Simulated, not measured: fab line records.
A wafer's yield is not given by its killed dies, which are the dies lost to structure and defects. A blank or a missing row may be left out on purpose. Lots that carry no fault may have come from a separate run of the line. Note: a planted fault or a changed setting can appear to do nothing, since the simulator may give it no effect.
fab line records	flow sky130
record: lots: 5	wafers: 15	last-day: 48
route steps=708 shown PASSIVATION@686 PAD_OPEN@694
lots untouched by any fault: they come from a run of this same line in which no faults occurred
start-h: start of the lot's first displayed wafer, in hours after the record's first day	wait-h: how many hours have passed since the lot's step before this one	" same as the row above	L1.1+2: one row covering several wafers at once	- either no value or no given start	* or withheld: withheld	< > ~ a bound
route shown NAME@n: names a module that has steps shown in the file, with the first one's number in the route	usual: average and standard deviation across the fault-free wafers	same: alike in all rows	chamber/n: place in a boat	sites: each site's reading	_std_site: their standard deviation	_edge_site: inner sites' mean taken away from outer sites' mean	radius-mm: for every site, how far away it sits from the centre of the wafer	mask NAME#n: copy n	behind: tool/chamber where the wafer was last shaped	hold: reason for holding the lot/hours on hold/outcome of the hold	device: transistor that didn't switch, given as n, p or np	end of line: tests of these same wafers at the route's end	a step given without rows: its recipe and nothing more	killed: count of dies lost to structure and defects at first sort (not the wafer's yield)	map: dies across one wafer; x = killed, . = not, _ = none there
set.NAME: the run value of the setting; set.NAME@STEP: its run value at that earlier step	model.NAME: the simulator's own value behind a step, which no gauge read
a table for each step, a row for each wafer; lots at some steps of the route
services: from which hour (start-h, from the record's first day; less than 0 if before it) a tool's chamber was out of use, for how many hours, and why
== steps ==
step: SKY_PASSIVATION_HMDS_05
recipe: prime-time-s: 60	prime-temp-c: 120
lot.wafer	tool	chamber	start-h	wait-h
L076.3+4+5	litho-track-04	0	1059.43	0.1
L078.2+3+4	litho-track-02	0	1071.61	0.1
L079.1+5+6	litho-track-04	0	1074.88	0.1
L084.2+5+6	litho-track-01	0	1106.94	0.1
L088.1+2+4	litho-track-01	0	1130.37	0.1
step: SKY_PASSIVATION_COAT_06
recipe: spin-rpm: 2000	resist-thk-nm: 3000
lot.wafer	tool	chamber	start-h	wait-h
L076.3+4+5	litho-track-04	0	1059.58	0.1
L078.2+3+4	litho-track-02	0	1071.76	0.1
L079.1+5+6	litho-track-04	0	1075.03	0.1
L084.2+5+6	litho-track-01	0	1107.09	0.1
L088.1+2+4	litho-track-01	0	1130.52	0.1
step: SKY_PASSIVATION_SOFTBAKE_07
recipe: temp-c: 110	time-s: withheld
lot.wafer	tool	chamber	start-h	wait-h
L076.3+4+5	litho-track-04	0	1059.75	0.1
L078.2+3+4	litho-track-02	0	1071.92	0.1
L079.1+5+6	litho-track-04	0	1075.18	0.1
L084.2+5+6	litho-track-01	0	1107.25	0.1
L088.1+2+4	litho-track-01	0	1130.67	0.1
step: SKY_PASSIVATION_EXPOSE_08
recipe: mask-id: NSM	target-cd-nm: 3000	na: 0.57	dose-mj: 260
usual: stage-vel-mm-s: 500.03/0.25
lot.wafer	tool	chamber	start-h	wait-h	mask	stage-vel-mm-s
L076.3	iline-stepper-02	0	-	-	NSM#0	499.66
L076.4	"	0	"	"	NSM#0	499.87
L076.5	"	0	"	"	NSM#0	499.94
L078.2	iline-stepper-01	0	-	-	NSM#0	499.95
L078.3	"	0	"	"	NSM#0	499.74
L078.4	"	0	"	"	NSM#0	499.89
L079.1	iline-stepper-02	0	-	-	NSM#0	499.92
L079.5	"	0	"	"	NSM#0	500.62
L079.6	"	0	"	"	NSM#0	500.02
L084.2	iline-stepper-01	0	-	-	NSM#0	500.05
L084.5	"	0	"	"	NSM#0	500.17
L084.6	"	0	"	"	NSM#0	499.89
L088.1	iline-stepper-02	0	-	-	NSM#0	499.98
L088.2	"	0	"	"	NSM#0	499.92
L088.4	"	0	"	"	NSM#0	500.20
step: SKY_PASSIVATION_PEB_09
recipe: temp-c: 115	time-s: withheld
lot.wafer	tool	chamber	start-h	wait-h
L076.3+4+5	litho-track-01	0	-	-
L078.2+3+4	litho-track-02	0	-	-
L079.1+5+6	litho-track-04	0	-	-
L084.2+5+6	litho-track-04	0	-	-
L088.1+2+4	litho-track-01	0	-	-
step: SKY_PASSIVATION_DEVELOP_10
recipe: develop-time-s: 60	dev-temp-c: 23
lot.wafer	tool	chamber	start-h	wait-h
L076.3+4+5	litho-track-01	0	-	-
L078.2+3+4	litho-track-02	0	-	-
L079.1+5+6	litho-track-04	0	-	-
L084.2+5+6	litho-track-04	0	-	-
L088.1+2+4	litho-track-01	0	-	-
step: SKY_PASSIVATION_ETCH_11
recipe: chemistry: CF4/O2	target-depth-nm: 725	stop-on: AlCu	source-w: 800	bias-w: 150	pressure-mtorr: 150	cf4-flow-sccm: 80	O2_flow_sccm: 10	time-s: 161.1
usual: chamber-pressure-mTorr: 150.01/0.17	drypump-motor-current-A: 5.6/0.38	oes-product-au: 0.974/0.0088	throttle-valve-pct: 5.964/0.0097
lot.wafer	tool	chamber	start-h	wait-h	chamber-pressure-mTorr	drypump-motor-current-A	oes-product-au	rf-hours-counter-h	throttle-valve-pct
L076.3	rie-diel-02	1	1070.37	-	149.96	5.5	0.980	5	5.972
L076.4	"	0	"	"	150.04	6.7	0.962	-	5.960
L076.5	"	2	"	"	150.12	5.6	0.983	-	5.958
L078.2	rie-diel-02	0	1082.74	-	149.98	6.6	0.967	12	5.955
L078.3	"	2	"	"	150.24	5.6	0.958	19	5.973
L078.4	"	2	"	"	150.04	5.6	0.974	-	5.983
L079.1	rie-diel-02	0	1086.33	-	150.01	6.6	0.970	12	5.952
L079.5	"	1	"	"	149.87	5.5	0.974	-	5.976
L079.6	"	0	"	"	150.06	6.6	0.964	-	5.955
L084.2	rie-diel-01	0	1116.78	-	150.01	5.6	0.973	19	5.959
L084.5	"	1	"	"	150.24	5.6	0.968	-	5.953
L084.6	"	0	"	"	149.83	5.6	0.983	-	5.979
L088.1	rie-diel-01	1	1140.22	-	149.76	5.6	0.977	18	5.967
L088.2	"	0	"	"	150.05	5.6	0.971	20	5.966
L088.4	"	2	"	"	149.89	5.6	0.986	12	5.976
step: SKY_PASSIVATION_STRIP_12
recipe: chemistry: O2/N2	power-w: 1400	pressure-mtorr: 1500	platen-temp-c: withheld	overash-fraction: 0.7	o2-flow-sccm: 3000	n2-flow-sccm: 300
usual: chamber-pressure-mTorr: 1499.9/1.4	drypump-motor-current-A: 5.4/0.47	oes-product-au: 0.661/0.0044	strip-time-to-endpoint-s: 31.47/0.17
lot.wafer	tool	chamber	start-h	wait-h	chamber-pressure-mTorr	drypump-motor-current-A	oes-product-au	rf-hours-counter-h	strip-time-to-endpoint-s
L076.3	plasma-asher-04	1	1070.51	0.1	1500.3	5.4	0.662	-	31.55
L076.4	"	0	"	"	1499.3	5.0	0.654	-	31.72
L076.5	"	1	"	"	1499.3	5.4	0.660	-	31.60
L078.2	plasma-asher-04	0	1082.84	0.1	1499.4	5.0	0.668	65	31.62
L078.3	"	1	"	"	1499.8	5.4	0.652	-	31.56
L078.4	"	0	"	"	1500.4	5.0	0.653	-	31.50
L079.1	plasma-asher-01	0	1086.44	0.1	1500.3	4.9	0.663	95	31.75
L079.5	"	0	"	"	1501.2	4.9	0.663	-	31.69
L079.6	"	1	"	"	1499.1	5.6	0.665	-	31.83
L084.2	plasma-asher-02	0	1116.89	0.1	1499.7	6.4	0.657	37	31.40
L084.5	"	1	"	"	1498.9	5.5	0.660	-	31.37
L084.6	"	0	"	"	1499.9	6.5	0.657	-	31.33
L088.1	plasma-asher-02	0	1140.32	0.1	1501.5	6.5	0.667	39	31.51
L088.2	"	1	"	"	1500.3	5.5	0.662	39	31.38
L088.4	"	0	"	"	1499.2	6.4	0.666	-	31.47
step: SKY_PAD_OPEN_DEHYDRATE_00
recipe: temp-c: 200	time-s: 60
lot.wafer	tool	chamber	start-h	wait-h
L076.3+4+5	litho-track-02	0	1079.84	9.3
L078.2+3+4	litho-track-01	0	1093.04	10.2
L079.1+5+6	litho-track-02	0	1095.14	8.7
L084.2+5+6	litho-track-03	0	1125.35	8.4
L088.1+2+4	litho-track-01	0	1149.32	9.0
step: SKY_PAD_OPEN_HMDS_01
recipe: prime-time-s: 58.44	prime-temp-c: 120
lot.wafer	tool	chamber	start-h	wait-h
L076.3+4+5	litho-track-02	0	1079.99	0.1
L078.2+3+4	litho-track-01	0	1093.19	0.1
L079.1+5+6	litho-track-02	0	1095.29	0.1
L084.2+5+6	litho-track-03	0	1125.50	0.1
L088.1+2+4	litho-track-01	0	1149.47	0.1
step: SKY_PAD_OPEN_COAT_02
recipe: spin-rpm: 2000	resist-thk-nm: 3000
lot.wafer	tool	chamber	start-h	wait-h
L076.3+4+5	litho-track-02	0	1080.14	0.1
L078.2+3+4	litho-track-01	0	1093.34	0.1
L079.1+5+6	litho-track-02	0	1095.44	0.1
L084.2+5+6	litho-track-03	0	1125.65	0.1
L088.1+2+4	litho-track-01	0	1149.62	0.1
step: SKY_PAD_OPEN_SOFTBAKE_03
recipe: temp-c: 110	time-s: withheld
lot.wafer	tool	chamber	start-h	wait-h
L076.3+4+5	litho-track-02	0	1080.30	0.1
L078.2+3+4	litho-track-01	0	1093.50	0.1
L079.1+5+6	litho-track-02	0	1095.59	0.1
L084.2+5+6	litho-track-03	0	1125.81	0.1
L088.1+2+4	litho-track-01	0	1149.77	0.1
step: SKY_PAD_OPEN_EXPOSE_04
recipe: mask-id: PDM	target-cd-nm: 60000	na: 0.57	dose-mj: 260
usual: stage-vel-mm-s: 500.01/0.26
lot.wafer	tool	chamber	start-h	wait-h	mask	stage-vel-mm-s
L076.3	iline-stepper-01	0	-	-	PDM#0	500.12
L076.4	"	0	"	"	PDM#0	500.07
L076.5	"	0	"	"	PDM#0	499.83
L078.2	iline-stepper-01	0	-	-	PDM#0	500.25
L078.3	"	0	"	"	PDM#0	500.56
L078.4	"	0	"	"	PDM#0	500.37
L079.1	iline-stepper-02	0	-	-	PDM#0	500.12
L079.5	"	0	"	"	PDM#0	499.98
L079.6	"	0	"	"	PDM#0	500.14
L084.2	iline-stepper-02	0	-	-	PDM#0	500.04
L084.5	"	0	"	"	PDM#0	500.11
L084.6	"	0	"	"	PDM#0	499.96
L088.1	iline-stepper-02	0	-	-	PDM#0	500.09
L088.2	"	0	"	"	PDM#0	500.42
L088.4	"	0	"	"	PDM#0	500.21
step: SKY_PAD_OPEN_PEB_05
recipe: temp-c: 115	time-s: withheld
lot.wafer	tool	chamber	start-h	wait-h
L076.3+4+5	litho-track-03	0	-	-
L078.2+3+4	litho-track-02	0	-	-
L079.1+5+6	litho-track-01	0	-	-
L084.2+5+6	litho-track-02	0	-	-
L088.1+2+4	litho-track-02	0	-	-
step: SKY_PAD_OPEN_DEVELOP_06
recipe: develop-time-s: 60	dev-temp-c: 23
lot.wafer	tool	chamber	start-h	wait-h
L076.3+4+5	litho-track-03	0	-	-
L078.2+3+4	litho-track-02	0	-	-
L079.1+5+6	litho-track-01	0	-	-
L084.2+5+6	litho-track-02	0	-	-
L088.1+2+4	litho-track-02	0	-	-
step: SKY_PAD_OPEN_ETCH_07
recipe: chemistry: CF4/O2	target-depth-nm: 725	stop-on: AlCu	source-w: 800	bias-w: 150	pressure-mtorr: 150	cf4-flow-sccm: 80	O2_flow_sccm: 10	time-s: 161.1
usual: chamber-pressure-mTorr: 149.99/0.14	drypump-motor-current-A: 5.49/0.29	oes-product-au: 0.974/0.008	throttle-valve-pct: 5.964/0.009
lot.wafer	tool	chamber	start-h	wait-h	chamber-pressure-mTorr	drypump-motor-current-A	oes-product-au	rf-hours-counter-h	throttle-valve-pct
L076.3	rie-diel-03	3	1091.48	-	150.17	5.35	0.977	7	5.963
L076.4	"	1	"	"	150.21	6.13	0.963	24	5.972
L076.5	"	2	"	"	150.01	5.78	0.980	-	5.956
L078.2	rie-diel-04	1	1103.19	-	149.82	5.19	0.963	22	5.964
L078.3	"	0	"	"	149.95	4.96	0.957	16	5.947
L078.4	"	2	"	"	149.93	5.62	0.990	24	5.960
L079.1	rie-diel-01	0	1106.07	-	149.75	5.59	0.965	19	5.958
L079.5	"	3	"	"	150.01	5.55	0.967	-	5.971
L079.6	"	2	"	"	149.92	5.55	0.970	-	5.963
L084.2	rie-diel-03	1	1135.89	-	149.79	6.20	0.962	26	5.980
L084.5	"	3	"	"	149.87	5.32	0.974	-	5.963
L084.6	"	2	"	"	150.07	5.80	0.975	-	5.950
L088.1	rie-diel-03	3	1158.84	-	149.88	5.35	0.976	9	5.968
L088.2	"	1	"	"	150.06	6.16	0.973	26	5.965
L088.4	"	2	"	"	150.35	5.78	0.997	12	5.953
step: SKY_PAD_OPEN_STRIP_08
recipe: chemistry: O2/N2	power-w: 1400	pressure-mtorr: 1500	platen-temp-c: withheld	overash-fraction: 0.7	o2-flow-sccm: 3000	n2-flow-sccm: 300
usual: chamber-pressure-mTorr: 1500.0/1.4	drypump-motor-current-A: 5.6/0.68	oes-product-au: 0.663/0.0046	strip-time-to-endpoint-s: 37.06/0.11
lot.wafer	tool	chamber	start-h	wait-h	chamber-pressure-mTorr	drypump-motor-current-A	oes-product-au	rf-hours-counter-h	strip-time-to-endpoint-s
L076.3	plasma-asher-03	1	1091.62	0.1	1496.9	4.9	0.660	-	37.15
L076.4	"	0	"	"	1499.0	6.5	0.669	-	37.11
L076.5	"	0	"	"	1499.9	6.4	0.655	-	37.15
L078.2	plasma-asher-03	0	1103.29	0.1	1500.4	6.5	0.658	4	37.05
L078.3	"	1	"	"	1499.6	4.9	0.658	-	37.06
L078.4	"	0	"	"	1498.4	6.4	0.664	-	37.04
L079.1	plasma-asher-02	0	1106.17	0.1	1501.7	6.4	0.666	36	37.20
L079.5	"	0	"	"	1498.9	6.4	0.655	-	37.13
L079.6	"	1	"	"	1500.5	5.5	0.662	-	37.02
L084.2	plasma-asher-03	0	1135.99	0.1	1500.3	6.5	0.665	7	37.10
L084.5	"	1	"	"	1499.7	4.9	0.664	-	37.08
L084.6	"	0	"	"	1498.8	6.4	0.668	-	36.96
L088.1	plasma-asher-03	0	1158.94	0.1	1502.0	6.5	0.659	9	37.00
L088.2	"	1	"	"	1499.3	4.9	0.663	9	37.02
L088.4	"	1	"	"	1499.3	4.9	0.658	-	37.00
step: SKY_PAD_OPEN_STRIP_09
recipe: chemistry: post-etch-residue-remover	time-s: 1200	temp-c: 72.5
lot.wafer	tool	chamber	start-h	wait-h
L076.3+4+5	wet-bench-02	0	1091.74	0.1
L078.2+3+4	wet-bench-02	3	1103.39	0.1
L079.1+5+6	wet-bench-01	2	1106.27	0.1
L084.2+5+6	wet-bench-03	3	1136.09	0.1
L088.1+2+4	wet-bench-02	0	1159.04	0.1
step: SKY_PAD_OPEN_CLEAN_10
recipe: chemistry: IPA	time-s: 180	temp-c: 25
lot.wafer	tool	chamber	start-h	wait-h
L076.3+4+5	wet-bench-01	2	1092.11	0.0
L078.2+3+4	wet-bench-03	1	1103.73	0.0
L079.1+5+6	wet-bench-03	3	1106.61	0.0
L084.2+5+6	wet-bench-02	2	1136.43	0.0
L088.1+2+4	wet-bench-02	1	1159.39	0.0
step: SKY_PAD_OPEN_CLEAN_11
recipe: chemistry: O3/DIW	dry: n2-spin
lot.wafer	tool	chamber	start-h	wait-h
L076.3+4+5	wet-bench-03	1	1092.17	0.0
L078.2+3+4	wet-bench-01	3	1103.79	0.0
L079.1+5+6	wet-bench-01	1	1106.67	0.0
L084.2+5+6	wet-bench-01	3	1136.49	0.0
L088.1+2+4	wet-bench-02	0	1159.44	0.0
step: SKY_PAD_OPEN_ANNEAL_12
recipe: temp-c: 397	time-s: withheld	ambient: N2/H2	idle-temp-c: 300	ramp-up-c-per-min: 8	ramp-down-c-per-min: 4
usual: zone-power-lower-pct: 4.2/0.46	zone-power-top-pct: 10.4/1.5	zone-power-upper-pct: 4.25/0.084
lot.wafer	tool	chamber	start-h	wait-h	zone-power-lower-pct	zone-power-top-pct	zone-power-upper-pct
L076.3	furnace-02	0	1092.26	0.0	4.7	11.7	4.15
L076.4	"	0	"	"	4.7	11.5	4.15
L076.5	"	0	"	"	4.6	11.8	4.11
L078.2	furnace-01	0	1103.88	0.0	3.7	8.8	4.31
L078.3	"	0	"	"	3.7	8.8	4.35
L078.4	"	0	"	"	3.7	8.8	4.36
L079.1	furnace-02	0	1106.76	0.0	4.5	11.6	4.15
L079.5	"	0	"	"	4.6	11.8	4.21
L079.6	"	0	"	"	4.6	11.8	4.18
L084.2	furnace-01	0	1136.58	0.0	3.7	8.7	4.32
L084.5	"	0	"	"	3.7	8.8	4.38
L084.6	"	0	"	"	3.7	8.7	4.26
L088.1	furnace-01	0	1159.54	0.0	3.7	8.7	4.38
L088.2	"	0	"	"	3.7	8.8	4.38
L088.4	"	0	"	"	3.7	8.8	4.34
step: SKY_PAD_OPEN_BOW_MEAS_13
recipe: mode: bow
usual: PAD_OPEN_BOW: 49/8.7
lot.wafer	tool	chamber	start-h	wait-h	PAD_OPEN_BOW[um]
L076.3	film-metro-01	-	1093.80	-	52
L076.4	"	-	"	"	45
L076.5	"	-	"	"	49
L078.2	film-metro-04	-	1105.40	-	49
L078.3	"	-	"	"	60
L078.4	"	-	"	"	41
L079.1	film-metro-01	-	1108.26	-	46
L079.5	"	-	"	"	40
L079.6	"	-	"	"	45
L084.2	film-metro-01	-	1138.10	-	58
L084.5	"	-	"	"	57
L084.6	"	-	"	"	59
L088.1	film-metro-01	-	1161.04	-	39
L088.2	"	-	"	"	54
L088.4	"	-	"	"	49
step: SKY_PAD_OPEN_PROBE_99
usual: defect-limited-yield: 82.7/1.8	killed_at_M0_to_M3: 42/7.2	killed_at_M4_up: 3.4/2.1	killed-at-contacts: 24/5.4	killed-at-front-end: 15/4	killed-at-other: 0.3/0.53	killed-dies: 85/8.8	killed-open: 47/6.7	killed-short: 38/6.5	sort_bin_3_pad_short: 0.8/0.4	sort_bin_5_function: 10.2/1.3	sort_bin_6_memory: 6.2/1.2	sort-n-pass: 407/8.8	sort-yield-pct: 82.7/1.8
same: gross-dies: 492	killed-at-back-side: 0	sort_bin_4_leakage[%]: 0	sort_bin_8_speed[%]: 0
lot.wafer	tool	chamber	start-h	wait-h	defect-limited-yield[%]	killed_at_M0_to_M3	killed_at_M4_up	killed-at-contacts	killed-at-front-end	killed-at-other	killed-dies	killed-open	killed-short	sort_bin_3_pad_short[%]	sort_bin_5_function[%]	sort_bin_6_memory[%]	sort-n-pass	sort-yield-pct[%]
L076.3	prober-02	-	1093.98	0.2	82.1	54	3	25	6	0	88	36	52	1.4	10.2	6.3	404	82.1
L076.4	prober-02	-	1094.03	0.2	80.5	49	6	31	8	2	96	53	43	0.2	12.4	6.9	396	80.5
L076.5	prober-02	-	1094.08	0.2	79.3	44	4	32	21	1	102	56	46	0.6	12.2	7.9	390	79.3
L078.2	prober-02	-	1105.55	0.1	85.4	43	2	14	13	0	72	40	32	0.4	8.1	6.1	420	85.4
L078.3	prober-02	-	1105.60	0.2	84.1	39	1	21	17	0	78	38	40	0.4	8.1	7.3	414	84.1
L078.4	prober-02	-	1105.65	0.2	85.0	31	4	21	18	0	74	39	34	0.4	9.8	4.9	418	85.0
L079.1	prober-01	-	1108.38	0.1	82.9	40	2	25	17	0	84	49	35	0.8	11.8	4.5	408	82.9
L079.5	prober-01	-	1108.58	0.2	83.9	37	2	24	15	1	79	43	35	0.6	8.9	6.5	413	83.9
L079.6	prober-01	-	1108.63	0.2	80.5	46	1	34	14	1	96	48	48	0.6	12.6	6.3	396	80.5
killed by level:class
L076.3 METAL1:geometric-particle:short=13 LI_CONTACT:geometric-particle:open=10 VIA1:geometric-particle:open=8 VIA1:geometric-particle:short=8 VIA2:geometric-particle:short=6 CONTACT:geometric-particle:open=5 METAL2:geometric-particle:short=5 VIA3:geometric-particle:open=5
L076.4 CONTACT:geometric-particle:open=11 VIA2:geometric-particle:open=10 VIA1:geometric-particle:open=9 VIA1:geometric-particle:short=6 LI_CONTACT:geometric-particle:open=5 LOCAL_INTERCONNECT:geometric-particle:short=5 CONTACT:geometric-particle:short=5 METAL2:geometric-particle:short=5
L076.5 CONTACT:geometric-particle:open=11 CONTACT:geometric-particle:short=9 VIA2:geometric-particle:open=9 VIA1:geometric-particle:open=8 POLY_GATE:geometric-particle:short=6 METAL1:geometric-particle:short=6 VIA1:geometric-particle:short=6 FIELD_ISO:geometric-particle:open=5
L078.2 VIA1:geometric-particle:open=7 VIA3:geometric-particle:open=7 METAL1:geometric-particle:short=6 VIA2:geometric-particle:open=6 POLY_GATE:geometric-particle:short=5 CONTACT:geometric-particle:open=5 FIELD_ISO:geometric-particle:open=4 VIA2:geometric-particle:short=4
L078.3 METAL2:geometric-particle:short=9 VIA3:geometric-particle:open=8 POLY_GATE:geometric-particle:short=6 LI_CONTACT:geometric-particle:open=6 CONTACT:geometric-particle:short=6 METAL1:geometric-particle:short=5 POLY_GATE:geometric-particle:open=4 CONTACT:geometric-particle:open=4
L078.4 CONTACT:geometric-particle:open=8 POLY_GATE:geometric-particle:short=7 VIA2:geometric-particle:open=6 VIA3:geometric-particle:open=6 POLY_GATE:geometric-particle:open=5 VIA1:geometric-particle:open=5 LOCAL_INTERCONNECT:geometric-particle:short=5 VIA1:geometric-particle:short=5
L079.1 CONTACT:geometric-particle:open=11 VIA1:geometric-particle:open=10 METAL2:geometric-particle:short=7 LI_CONTACT:geometric-particle:open=6 FIELD_ISO:geometric-particle:open=5 VIA2:geometric-particle:short=5 LOCAL_INTERCONNECT:geometric-particle:short=4 FIELD_ISO:geometric-particle:short=3
L079.5 VIA1:geometric-particle:open=13 CONTACT:geometric-particle:open=8 LI_CONTACT:geometric-particle:open=5 LOCAL_INTERCONNECT:geometric-particle:short=5 METAL2:geometric-particle:short=4 VIA3:geometric-particle:open=4 FIELD_ISO:geometric-particle:open=3 FIELD_ISO:geometric-particle:short=3
L079.6 LI_CONTACT:geometric-particle:open=17 METAL2:geometric-particle:short=11 VIA1:geometric-particle:open=10 CONTACT:geometric-particle:short=7 METAL1:geometric-particle:short=7 VIA2:geometric-particle:open=5 FIELD_ISO:geometric-particle:short=4 LI_CONTACT:geometric-particle:short=4
== services ==
tool	chamber	start-h	hours	kind
rie-diel-03	0	1040.40	7.6	repair
furnace-02	-	1053.78	4.6	pm
plasma-asher-03	-	1055.25	9.0	pm
plasma-asher-03	0	1055.25	9.0	vent-cycle
rie-diel-03	-	1058.69	15.6	pm
plasma-asher-02	-	1059.98	1.6	repair
rie-diel-01	-	1062.32	28.1	pm
wet-bench-02	-	1063.62	3.4	repair
rie-diel-02	3	1068.19	15.8	repair
furnace-01	-	1076.90	3.2	pm
rie-diel-03	3	1077.14	5.9	repair
wet-bench-03	-	1078.32	12.4	repair
iline-stepper-01	-	1081.66	1.7	pm
furnace-01	-	1096.42	4.8	pm
litho-track-04	-	1106.33	-	consumable-replace:filter
litho-track-02	-	1107.53	-	consumable-replace:filter
litho-track-02	-	1116.64	-	consumable-replace:filter
rie-diel-01	2	1117.37	3.6	repair
iline-stepper-02	-	1117.50	1.7	pm
rie-diel-04	0	1122.61	10.3	repair
rie-diel-01	1	1126.94	5.7	repair
furnace-02	-	1143.64	17.7	pm
rie-diel-04	0	1149.36	23.6	repair
rie-diel-02	-	1158.69	2.8	pm
== key ==
fault none
